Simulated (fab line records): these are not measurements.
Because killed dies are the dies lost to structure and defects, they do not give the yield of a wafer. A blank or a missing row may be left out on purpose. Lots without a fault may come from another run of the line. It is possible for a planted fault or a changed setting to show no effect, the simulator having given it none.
8D (eight disciplines) problem report, filled in by code    flow sky130    the parts of the form that need people (team, actions taken, sign-off) are left out

## 1. PROBLEM STATEMENT
Wafers free of any fault read 68.59 ohm/sq (standard deviation 0.11) for SD_N_RS at SKY_SD_N_RS_MEAS_16, against a mean of 71.83 ohm/sq on 6 wafers of 2 lots. Measured from the usual mean, that is +29 standard deviations.
The step: measures by four-point-probe.
Seen first at day 32 19:22 on film-metro-03, wafer L890.2. Wafers with a number at this step in the record: 33, from 11 lots. Rule for "out", or "out of limits": more than 4 standard deviations from the usual mean. The rest of the wafers with a number are treated as sound.

## 2. WHAT IT IS, AND WHAT IT ISN'T
question                     is                            is not
which readings at this step  SD_N_RS                       -
which lots                   L890, L892                    L878, L879, L880, L881, L882, L886, L893, L895, L897
which wafers of those lots   all that have a number        -
read on which gauges         film-metro-01, film-metro-03  film-metro-04
when                         from day 32 19:22             up to then (18 sound wafers); but 9 sound wafers of L893, L895, L897 came after

## 3. SUSPECTS, AND WHAT RULES EACH OUT
Counting: a tool stays on the suspect list if, at a process step up to the reading, it processed all lots that are out and no sound lot following the first of them.
- the gauge at SKY_SD_N_RS_MEAS_16 is ruled out. 2 gauges (film-metro-01, film-metro-03) read the wafers that are out.
- rtp-anneal-01 at SKY_SD_N_RTA_14 (time 2 s): kept. It ran every lot that is out, first L890 (day 32 19:11), and no sound lot after that; its last sound lot up to then is L882 (day 30 00:25). On those wafers its own readings are out: lamp-power-pct.
After counting, what remains is rtp-anneal-01 at SKY_SD_N_RTA_14.

## 4. THE CAUSE (what the simulator had put in)
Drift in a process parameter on rtp-anneal-01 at SKY_SD_N_RTA_14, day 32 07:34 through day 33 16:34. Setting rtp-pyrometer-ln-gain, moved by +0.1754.
The count eliminated every tool but this one.

## 5. THE CHAIN OF EFFECTS, in route order
Each row: a reading whose mean over the struck wafers that have a number lies more than 3 standard deviations from the usual. Scope: only readings with a usual standard deviation given in the record; hours: median across lots of the time from each lot's start at the first step in this table that gives one to its start at this step; sigmas: change in usual standard deviations.
hours  step                 reading         usual         on struck wafers  change  sigmas
0      SKY_SD_N_RTA_14      lamp-power-pct  15.73 %       15.00             -0.73   -14
0      SKY_SD_N_RS_MEAS_16  SD_N_RS         68.59 ohm/sq  71.83             +3.24   +29
0      SKY_SD_N_RS_MEAS_17  SD_P_RS         147.1 ohm/sq  165.7             +18.6   +52
The process steps in it:
- SKY_SD_N_RTA_14: time 2 s.
At these later measuring or inspecting steps, every struck wafer for which the step has a row has a number for every such reading, and none has moved that far: SKY_LI_CONTACT_THK_MEAS_01.

## 6. WHAT WOULD HAVE CAUGHT IT SOONER
The first out-of-limits reading at a measuring or inspecting step in this record came at day 32 19:22, 12 hours after the fault's start at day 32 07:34.
Tool's own readings at SKY_SD_N_RTA_14, lamp-power-pct: out on all struck wafers the step has rows for; an alarm limit on them would have tripped on the first.
L892, from the lots that are out (2), started SKY_SD_N_RTA_14 on rtp-anneal-01 later than day 32 19:22. A tool hold placed at that time would have kept it from harm.
